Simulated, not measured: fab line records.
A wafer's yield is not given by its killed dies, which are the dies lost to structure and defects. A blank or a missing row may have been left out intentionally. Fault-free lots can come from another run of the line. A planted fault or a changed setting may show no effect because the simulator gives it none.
Which tool did it? | flow gf180mcu | 14 lots with 42 wafers sampled at 4 steps, on a route of 602 steps

WHAT EACH GAUGE READ, for each wafer
GF_HV_LDD_TW_MEAS_38. Usual: HV_LDD_3_TW gives 1437 (standard deviation 11).
lot  | measured     | on           | HV_LDD_3_TW    | flag
L778 | day 11 15:49 | filmMetro-04 | 1425 1414 1415 | 
L779 | day 11 21:25 | filmMetro-04 | 1423 1416 1425 | 
L780 | day 12 02:20 | filmMetro-01 | 1441 1445 1435 | 
L781 | day 12 12:50 | filmMetro-04 | 1441 1437 1434 | 
L784 | day 13 11:01 | filmMetro-04 | 1421 1414 1419 | 
L785 | day 13 18:01 | filmMetro-01 | 1444 1447 1447 | 
L786 | day 14 03:33 | filmMetro-01 | 1435 1442 1441 | 
L787 | day 14 13:17 | filmMetro-03 | 1440 1443 1442 | 
L788 | day 14 20:03 | filmMetro-03 | 1445 1443 1439 | 
L789 | day 15 04:13 | filmMetro-04 | 1432 1435 1422 | 
L792 | day 16 02:46 | filmMetro-03 | 1448 1443 1438 | 
L793 | day 16 15:11 | filmMetro-03 | 1320 1312 1307 | OFF
L794 | day 16 20:18 | filmMetro-04 | 1297 1301 1302 | OFF
L801 | day 19 05:37 | filmMetro-04 | 1428 1432 1431 | 

GF_HV_LDD_RS_MEAS_53: uses a four-point probe to measure. Usual: HV_LDD_RS gives 419.2 ohm/sq (standard deviation 0.92).
lot  | measured     | on           | HV_LDD_RS (ohm/sq) | flag
L778 | day 12 11:34 | filmMetro-04 | 420.3 420.7 422.1  | 
L779 | day 12 16:46 | filmMetro-03 | 416.8 418.4 418.3  | 
L780 | day 12 21:59 | filmMetro-04 | 418.5 420.1 418.1  | 
L781 | day 13 08:14 | filmMetro-04 | 420.4 419.4 419.7  | 
L784 | day 14 08:55 | filmMetro-03 | 419.5 419.5 419.5  | 
L785 | day 14 15:38 | filmMetro-03 | 419.4 418.1 418.2  | 
L786 | day 15 01:20 | filmMetro-01 | 417.1 417.8 417.5  | 
L787 | day 15 11:37 | filmMetro-03 | 421.2 420.9 419.6  | 
L788 | day 15 18:19 | filmMetro-03 | 419.5 419.3 419.9  | 
L789 | day 16 03:07 | filmMetro-03 | 418.7 418.9 417.8  | 
L792 | day 17 02:27 | filmMetro-03 | 420.7 420.6 420.7  | 
L793 | day 17 14:53 | filmMetro-03 | 440.3 440.7 440.4  | OFF
L794 | day 17 20:10 | filmMetro-04 | 441.6 441.4 441.1  | OFF
L801 | day 20 06:01 | filmMetro-01 | 419.0 418.1 418.0  | 

GF_V1_BOW_MEAS_05. Usual: V1_BOW gives 81 um (standard deviation 7.4).
lot  | measured     | on           | V1_BOW (um) | flag
L778 | day 17 06:35 | filmMetro-01 | 83 76 79    | 
L779 | day 17 17:08 | filmMetro-01 | 83 79 80    | 
L780 | day 17 22:03 | filmMetro-01 | 89 78 79    | 
L781 | day 18 09:14 | filmMetro-02 | 74 73 82    | 
L784 | day 19 12:38 | filmMetro-02 | 75 79 81    | 
L785 | day 19 19:14 | filmMetro-01 | 94 93 82    | 
L786 | day 20 07:29 | filmMetro-01 | 79 79 84    | 
L787 | day 20 17:40 | filmMetro-02 | 92 76 85    | 
L788 | day 21 00:15 | filmMetro-02 | 92 79 80    | 
L789 | day 21 09:32 | filmMetro-02 | 58 82 82    | 
L792 | day 22 09:44 | filmMetro-01 | 75 82 87    | 
L801 | day 25 07:58 | filmMetro-01 | 85 64 73    | 

WHICH TOOL RAN EACH LOT (tool, then ch and the chambers of the sampled wafers, then the start)
lot  | GF_HV_LDD_IMPLANT_33
L778 | implanter-04 ch 0, day 11 15:07
L779 | implanter-04 ch 0, day 11 20:41
L780 | implanter-04 ch 0, day 12 01:38
L781 | implanter-02 ch 0, day 12 12:08
L784 | implanter-01 ch 0, day 13 10:19
L785 | implanter-04 ch 0, day 13 17:20
L786 | implanter-02 ch 0, day 14 02:53
L787 | implanter-01 ch 0, day 14 12:36
L788 | implanter-04 ch 0, day 14 19:22
L789 | implanter-01 ch 0, day 15 03:31
L792 | implanter-04 ch 0, day 16 02:05
L793 | implanter-04, day 16 14:31
L794 | implanter-01, day 16 19:37
L801 | implanter-01 ch 0, day 19 04:58
- GF_HV_LDD_IMPLANT_33

WHAT THE TOOLS THEMSELVES READ (means of the sampled wafers that have a number; where no wafer has one, the mark that the record gives instead)
GF_HV_LDD_IMPLANT_33. Usual: beamEnergyKeV 59.999, standard deviation 0.02; beamOnS 9.99 s, standard deviation 0.21; faradayCurrentUA 42.3, standard deviation 0.89.
lot  | tool         | beamEnergyKeV | beamOnS (s) | faradayCurrentUA | flag
L778 | implanter-04 | 59.978        | 10.05       | 42.2             | 
L779 | implanter-04 | 60.012        | 9.89        | 42.8             | 
L780 | implanter-04 | 60.007        | 10.08       | 42.0             | 
L781 | implanter-02 | 59.979        | 9.90        | 42.7             | 
L784 | implanter-01 | 60.013        | 9.87        | 42.7             | 
L785 | implanter-04 | 59.997        | 9.93        | 42.7             | 
L786 | implanter-02 | 60.009        | 9.99        | 42.3             | 
L787 | implanter-01 | 60.025        | 10.08       | 42.0             | 
L788 | implanter-04 | 59.991        | 10.22       | 41.4             | 
L789 | implanter-01 | 60.010        | 9.93        | 42.6             | 
L792 | implanter-04 | 59.986        | 10.29       | 41.1             | 
L793 | implanter-04 | -             | -           | -                | OFF
L794 | implanter-01 | -             | -           | -                | OFF
L801 | implanter-01 | 59.969        | 10.05       | 42.1             | 

THE ANSWER, worked out from the rows above alone
Rule: a lot is off if the mean of its wafers that have a number lies more than 3 standard deviations from the usual mean. A lot without any number at a reading at which 4 lots or more have one is off too. Where the step has rows for the other lots, those lots are counted as sound. First the gauges in route order, then the tools' own readings, where a lot's mean is used as printed above. At the first step where some lot is off, the reading lying furthest off is the one used; lots without a number count as furthest.
Off: at GF_HV_LDD_TW_MEAS_38 (HV_LDD_3_TW), L793, L794.
If a tool, at a process step before that reading, ran all the lots that are off and no sound lot after the first of them, it fits. The gauges at GF_HV_LDD_TW_MEAS_38 aren't tried: what is off there is off at GF_HV_LDD_IMPLANT_33 too, on other tools, and a gauge's error can't cause that. Of those tried, none fits.

WHAT THE SIMULATOR PUT IN
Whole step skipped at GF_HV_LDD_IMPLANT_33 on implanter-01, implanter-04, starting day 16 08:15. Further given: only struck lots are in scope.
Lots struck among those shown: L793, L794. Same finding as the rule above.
